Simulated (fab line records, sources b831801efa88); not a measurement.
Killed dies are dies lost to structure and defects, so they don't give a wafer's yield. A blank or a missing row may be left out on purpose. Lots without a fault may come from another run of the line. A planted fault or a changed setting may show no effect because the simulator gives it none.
fab line records | flow sky130
record lots=5 wafers=15 last_day=49
route steps=708 shown GATE_OXIDE@192 POLY_GATE@204
lots that met no fault: from a run of the same line without faults
start_h: hours from the record's first day to the start of the lot's first wafer shown | wait_h: hours since the lot's step before | " the same as in the row above | L1.1+2: a row that stands for several wafers | - no value, or no start given | * or withheld: withheld | < > ~ a bound
route shown NAME@n: a module of which the file shows steps, and the number in the route of the first | usual: mean/standard deviation of fault-free wafers | same: alike in all rows | chamber/n: place in a boat | sites: the reading at each site | _std_site: their standard deviation | _edge_site: outer sites' mean less inner sites' | radius_mm: how far each site lies from the wafer's centre | mask NAME#n: copy n | behind: the tool/chamber that last shaped the wafer | hold: why the lot was held/for how many hours/how that ended | device: the transistor (n, p or np) that didn't switch | end of line: the same wafers' tests at the end of the route | a step without rows: its recipe alone | killed: dies lost to structure and defects at the first sort, not the wafer's yield | map: a wafer's dies, x killed, . not, _ none there
set.NAME: the setting as run; set.NAME@STEP: as run at that earlier step | model.NAME: the simulator's own value behind a step, which no gauge read
lots at some steps of the route; a table a step, a row a wafer
services: from which hour (start_h, from the record's first day; less than 0 if before it) a tool's chamber was out of use, for how many hours, and why
## steps
# step SKY_GATE_OXIDE_COAT_05
# recipe resist=NOVOLAK spin_rpm=3000 resist_thk_nm=1140
# step SKY_GATE_OXIDE_SOFTBAKE_06
# recipe temp_c=90 time_s=60 resist=NOVOLAK
# step SKY_GATE_OXIDE_EXPOSE_07
# recipe mask_id=LVOM na=0.6 source_shape=conventional sigma_outer=0.6 polarization=unpolarized target_cd_nm=600 dose_mj=170
# step SKY_GATE_OXIDE_PEB_08
# recipe temp_c=withheld time_s=* resist=NOVOLAK
# step SKY_GATE_OXIDE_DEVELOP_09
# recipe resist=NOVOLAK developer=TMAH develop_time_s=60 dev_temp_c=23
# step SKY_GATE_OXIDE_OVL_MEAS_10
# usual GATE_OXIDE_OVL=1.3/1.2
# columns lot.wafer tool chamber start_h wait_h GATE_OXIDE_OVL[nm]
L140.1 overlay-02 - 313.29 0.1 0.4
L140.5 " - " " 0.8
L140.6 " - " " 1.4
L144.2 overlay-01 - 348.75 0.1 1.2
L144.4 " - " " 2.1
L144.5 " - " " 2.1
L146.2 overlay-01 - 363.78 0.1 3.3
L146.3 " - " " 1.4
L146.6 " - " " 1.0
L155.4 overlay-01 - 446.39 0.1 1.5
L155.5 " - " " 1.0
L155.6 " - " " 2.2
L159.2 overlay-01 - 475.15 0.1 -0.2
L159.3 " - " " -0.3
L159.5 " - " " 1.7
# step SKY_GATE_OXIDE_IMPLANT_11
# recipe species=B energy_kev=10 dose_cm2=2.6e+12 tilt_deg=withheld
# step SKY_GATE_OXIDE_WET_ETCH_12
# recipe chemistry=dHF target_depth_nm=16.8 dry=n2_spin target=SiO2 dilution=100:1 temp_c=25 time_s=336
# step SKY_GATE_OXIDE_STRIP_13
# recipe chemistry=O2/N2 power_w=1400 pressure_mtorr=1500 platen_temp_c=withheld o2_flow_sccm=3000 n2_flow_sccm=300 overash_fraction=0.5
# usual drypump_motor_current_A=5.6/0.46 oes_product_au=0.715/0.0052 strip_time_to_endpoint_s=14.17/0.049
# columns lot.wafer tool chamber start_h wait_h drypump_motor_current_A oes_product_au rf_hours_counter_h strip_time_to_endpoint_s
L140.1 plasma_asher-03 1 313.58 0.0 6.4 0.716 59 14.15
L140.5 " 0 " " 6.1 0.716 - 14.14
L140.6 " 1 " " 6.5 0.715 - 14.16
L144.2 plasma_asher-03 0 349.03 0.0 6.1 0.719 63 14.16
L144.4 " 1 " " 6.4 0.720 - 14.17
L144.5 " 1 " " 6.4 0.719 - 14.18
L146.2 plasma_asher-04 0 364.06 0.0 5.0 0.713 55 14.26
L146.3 " 1 " " 5.4 0.714 - 14.28
L146.6 " 1 " " 5.4 0.718 - 14.19
L155.4 plasma_asher-02 0 446.69 0.0 5.5 0.723 - 14.19
L155.5 " 0 " " 5.5 0.716 - 14.18
L155.6 " 1 " " 5.5 0.716 - 14.12
L159.2 plasma_asher-02 0 475.43 0.0 5.5 0.717 4 14.19
L159.3 " 0 " " 5.5 0.711 - 14.13
L159.5 " 1 " " 5.6 0.725 - 14.23
# step SKY_GATE_OXIDE_TW_MEAS_14
# usual GATE_OXIDE_TW=222.8/2.3
# columns lot.wafer tool chamber start_h wait_h GATE_OXIDE_TW
L140.1 film_metro-04 - 313.68 0.1 226.3
L140.5 " - " " 225.8
L140.6 " - " " 226.1
L144.2 film_metro-03 - 349.14 0.1 223.6
L144.4 " - " " 223.4
L144.5 " - " " 223.7
L146.2 film_metro-02 - 364.17 0.1 219.2
L146.3 " - " " 219.6
L146.6 " - " " 219.6
L155.4 film_metro-02 - 446.79 0.1 220.2
L155.5 " - " " 220.5
L155.6 " - " " 221.0
L159.2 film_metro-03 - 475.54 0.1 222.5
L159.3 " - " " 223.5
L159.5 " - " " 222.5
# step SKY_GATE_OXIDE_CLEAN_15
# recipe chemistry=SC1/SC2 mix=1:4:20 temp_c=70 time_s=150 dry=n2_spin
# step SKY_GATE_OXIDE_OXIDATION_16
# recipe temp_c=800 ambient=O2 idle_temp_c=700 ramp_up_c_per_min=10 ramp_down_c_per_min=3 stabilise_s=600 purge_s=300 target_thk_a=35.7 ox_time_s=1915
# step SKY_POLY_GATE_CVD_00
# recipe material=poly-Si target_thk_nm=180 temp_c=620 time_s=720 pressure_mtorr=200
# usual spike_tc_bottom_C=643.3/1.7 spike_tc_centre_C=620.2/1.1 spike_tc_lower_C=619.7/1 spike_tc_top_C=640.8/2 spike_tc_upper_C=618.1/0.95 susceptor_temp_C=619.97/0.28
# columns lot.wafer tool chamber start_h wait_h spike_tc_bottom_C spike_tc_centre_C spike_tc_lower_C spike_tc_top_C spike_tc_upper_C susceptor_temp_C model.poly-Si_of_POLY_GATE_CVD_00.thk_nm
L140.1 lpcvd-01 0 315.35 0.0 642.7 622.1 620.5 639.0 618.6 619.66 180.4
L140.5 " 0 " " 645.9 620.0 621.1 639.3 617.7 620.01 179.3
L140.6 " 0 " " 645.1 621.2 620.0 640.4 618.4 619.65 180
L144.2 lpcvd-01 1 350.77 0.0 640.8 619.7 620.5 642.1 616.3 619.84 182.3
L144.4 " 1 " " 642.8 621.0 618.0 642.7 617.8 619.84 182.9
L144.5 " 1 " " 640.9 620.4 617.3 643.1 620.2 619.65 181.4
L146.2 lpcvd-01 0 365.80 0.0 644.5 622.3 620.3 639.1 618.7 620.01 180.8
L146.3 " 0 " " 644.8 622.8 621.6 640.5 618.3 619.89 178.9
L146.6 " 0 " " 642.2 620.8 619.8 639.0 617.7 620.37 181.8
L155.4 lpcvd-01 1 449.17 0.0 653.5 632.2 631.8 652.6 629.0 631.73 236.4
L155.5 " 1 " " 652.4 632.0 631.7 653.6 629.7 631.19 236
L155.6 " 1 " " 653.5 630.5 632.7 654.0 630.1 631.47 235.6
L159.2 lpcvd-01 0 477.17 0.0 645.5 622.1 619.0 639.4 618.3 620.12 181.6
L159.3 " 0 " " 643.8 622.2 619.9 638.1 619.3 620.16 180.5
L159.5 " 0 " " 643.7 620.5 621.0 639.5 617.0 620.50 181.6
# step SKY_POLY_GATE_THK_MEAS_01
# recipe reads=poly-Si_of_POLY_GATE_CVD_00
# usual POLY_GATE_CVD_00_THK=180.5/1.1
# columns lot.wafer tool chamber start_h wait_h hold POLY_GATE_CVD_00_THK[nm]
L140.1 film_metro-04 - 316.55 0.0 - 180.3
L140.5 " - " " - 179.3
L140.6 " - " " - 180.1
L144.2 film_metro-04 - 351.98 0.0 - 182.4
L144.4 " - " " - 183.2
L144.5 " - " " - 181.5
L146.2 film_metro-02 - 367.61 0.0 - 180.8
L146.3 " - " " - 179.0
L146.6 " - " " - 181.7
L155.4 film_metro-04 - 450.40 0.0 await_dispo/0.2h/release 236.3
L155.5 " - " " await_dispo/0.2h/release 236.0
L155.6 " - " " await_dispo/0.2h/release 235.5
L155.4 film_metro-04 - 450.63 0.2 - 236.3
L155.5 " - " " - 236.0
L155.6 " - " " - 235.8
L159.2 film_metro-01 - 478.38 0.0 - 181.8
L159.3 " - " " - 180.5
L159.5 " - " " - 181.7
## services
# columns tool chamber start_h hours kind
plasma_asher-02 - 311.08 0.5 repair
lpcvd-01 - 381.85 1.3 repair
plasma_asher-02 - 421.28 9.0 pm
plasma_asher-02 0 421.28 9.0 vent_cycle
plasma_asher-02 1 421.28 9.0 vent_cycle
plasma_asher-02 0 430.28 - clean
plasma_asher-02 1 430.28 - clean
plasma_asher-02 - 438.27 1.1 repair
plasma_asher-02 - 449.94 0.5 repair
plasma_asher-03 - 460.92 0.6 repair
## key
first_sign step=SKY_POLY_GATE_CVD_00 reading=susceptor_temp_C direction=up sigmas=41 usual=* struck=*
effect step=SKY_POLY_GATE_CVD_00 reading=spike_tc_lower_C direction=up sigmas=12 usual=619.7 struck=632.1
effect step=SKY_POLY_GATE_THK_MEAS_01 reading=visit direction=added
effect step=SKY_POLY_GATE_THK_MEAS_01 reading=POLY_GATE_CVD_00_THK direction=up sigmas=48 usual=180.5 struck=235.9
model_effect step=SKY_POLY_GATE_CVD_00 value=poly-Si_of_POLY_GATE_CVD_00.thk_nm without=180.7 struck=236
met_at SKY_POLY_GATE_CVD_00
struck_wafers L155.4,L155.5,L155.6
scrapped_behind SKY_POLY_GATE_THK_MEAS_01 L155.4,L155.5,L155.6
onset_between 350.77 449.17
fault kind=process_parameter_drift tool=lpcvd-01 chamber=1 onset_h=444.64 steps=SKY_POLY_GATE_CVD_00 channel=temp_c offset=* shape=step end_h=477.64 stated=*
